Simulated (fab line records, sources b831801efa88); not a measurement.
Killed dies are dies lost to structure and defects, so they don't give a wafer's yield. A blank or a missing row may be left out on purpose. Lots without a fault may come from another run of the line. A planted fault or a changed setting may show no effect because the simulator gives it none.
Which tool did it? | flow sky130 | 6 lots, 16 wafers sampled, at 3 steps of a route of 708

WHAT THE GAUGES READ, wafer by wafer
SKY_NWELL_TW_MEAS_26.
lot  | measured     | on            | NWELL_2_TW
L915 | day 5 22:24  | film_metro-03 | 492 497 496
L921 | day 7 06:22  | film_metro-02 | 490 492
L926 | day 8 08:54  | film_metro-03 | 496 490
L928 | day 9 00:18  | film_metro-02 | 491 490 492
L932 | day 10 07:49 | film_metro-02 | 491 492 491
L935 | day 10 12:56 | film_metro-02 | 488 489 489

WHICH TOOL RAN EACH LOT (tool, then ch and the chambers of the sampled wafers, then the start)
lot  | SKY_FIELD_ISO_ETCH_17           | SKY_DNWELL_STRIP_08
L915 | rie_si-02 ch 0,1,3, day 2 16:25 | plasma_asher-03 ch 0,1, day 3 16:52
L921 | rie_si-01 ch 0,1, day 3 16:49   | plasma_asher-04 ch 1, day 4 21:46
L926 | rie_si-01 ch 0,3, day 4 21:01   | plasma_asher-01 ch 0,1, day 5 21:31
L928 | rie_si-02 ch 1,2, day 5 08:46   | plasma_asher-04 ch 0,1, day 6 11:04
L932 | rie_si-02 ch 1,2,3, day 6 03:35 | plasma_asher-03 ch 0,1, day 7 14:21
L935 | rie_si-02 ch 1,2, day 6 17:22   | plasma_asher-04 ch 0,1, day 7 20:16
- SKY_FIELD_ISO_ETCH_17: etches Si in HBr/Cl2/O2, target depth 342 nm, time 97.7 s.
- SKY_DNWELL_STRIP_08: strips in O2/N2.

THE ANSWER, worked out from the rows above alone
Rule: what is usual is taken from the lots themselves. Put in order of their means at a reading, lots are off if they are a third of the lots or fewer, leave a main group of 4 or more, and stand apart from it by a gap of 3 or more times the standard deviation of the main group's means; of several such gaps the widest counts. A main group whose means are all the same, to the digits that the tables above print for the reading, isn't used. A lot without any number at a reading at which 4 lots or more have one is off too. The other lots that the step has rows for count as sound.
No lot is off at any reading shown: from this, nothing can be told.

WHAT THE SIMULATOR HAD PUT IN
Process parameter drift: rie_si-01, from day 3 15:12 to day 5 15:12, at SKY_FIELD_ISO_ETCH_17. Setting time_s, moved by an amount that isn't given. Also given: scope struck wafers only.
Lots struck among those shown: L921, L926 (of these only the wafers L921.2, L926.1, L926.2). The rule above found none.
